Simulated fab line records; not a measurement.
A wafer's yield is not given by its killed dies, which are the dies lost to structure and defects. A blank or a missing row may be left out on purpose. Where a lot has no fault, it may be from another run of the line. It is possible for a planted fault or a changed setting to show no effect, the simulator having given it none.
8D (eight disciplines) problem report, filled in by code	flow gf180mcu	the parts of the form that need people (team, actions taken, sign-off) are left out

== 1. PROBLEM STATEMENT ==
Mean HV_LDD_4_TW at GF_HV_LDD_TW_MEAS_50: 508 over 6 wafers in 2 lots; fault-free wafers: 568, standard deviation 6.4. Relative to the usual mean, that is a shift of -9.5 standard deviations.
Earliest sighting: wafer L464.3 on film metro-02 at day 14 06:40. The record has a number at this step for 39 wafers belonging to 13 lots. By rule, "out" or "out of limits" means more than 4 standard deviations away from the usual mean. The other wafers with a number count as sound.

== 2. WHAT IT IS, AND WHAT IT ISN'T ==
question	is	is not
which readings at this step	HV_LDD_4_TW	-
which lots	L464, L466	L458, L460, L461, L462, L463, L472, L473, L474, L475, L476, L481
which wafers of those lots	all that have a number	-
read on which gauges	film metro-01, film metro-02	film metro-04
when	from day 14 06:40	up to then (15 sound wafers); but 18 sound wafers of L472, L473, L474, L475, L476, L481 came after

== 3. WHAT RULES OUT EACH SUSPECT ==
Counting: a tool at any process step up to the reading remains a suspect when it ran all the lots that are out and ran no sound lot after the first of those.
- the gauge at GF_HV_LDD_TW_MEAS_50 is ruled out. 2 gauges (film metro-01, film metro-02) read the wafers that are out.
- implanter-03 at GF_HV_LDD_IMPLANT_48: ruled out as a lasting fault. The sound lots L472, L473, L474, L475 went through it after L464, its earliest lot that is out (day 14 06:27).
Left after counting: nothing in the record.

== 4. THE CAUSE (what the simulator had put in) ==
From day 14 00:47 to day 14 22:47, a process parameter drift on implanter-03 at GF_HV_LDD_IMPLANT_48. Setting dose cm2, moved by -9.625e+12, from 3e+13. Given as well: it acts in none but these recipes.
Counting ruled it out, wrongly: the rule takes a fault to strike every lot that its tool runs from its start on, and this one did not.

== 5. SEQUENCE OF EFFECTS, ordered by route ==
Each row: a reading whose mean over the struck wafers that have a number lies more than 3 standard deviations from the usual. Scope: only readings with a usual standard deviation given in the record; hours: median across lots of the time from each lot's start at the first step in this table that gives one to its start at this step; sigmas: change in usual standard deviations.
hours	step	reading	usual	on struck wafers	change	sigmas
0	GF_HV_LDD_IMPLANT_48	dose ions cm2	3e+13	2e+13	-1e+13	-99 or more
0	GF_HV_LDD_IMPLANT_48	faraday current uA	169	114	-56	-18
0	GF_HV_LDD_TW_MEAS_50	HV_LDD_4_TW	568	508	-60	-9.5
It contains these process steps:
- GF_HV_LDD_IMPLANT_48

== 6. WHAT WOULD HAVE CAUGHT IT SOONER ==
In this record the first reading out of limits at a measuring or inspecting step was taken at day 14 06:40, 6 hours after the fault began at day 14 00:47.
Tool's own readings at GF_HV_LDD_IMPLANT_48, dose ions cm2, faraday current uA: out on all struck wafers the step has rows for; an alarm limit on them would have tripped on the first.
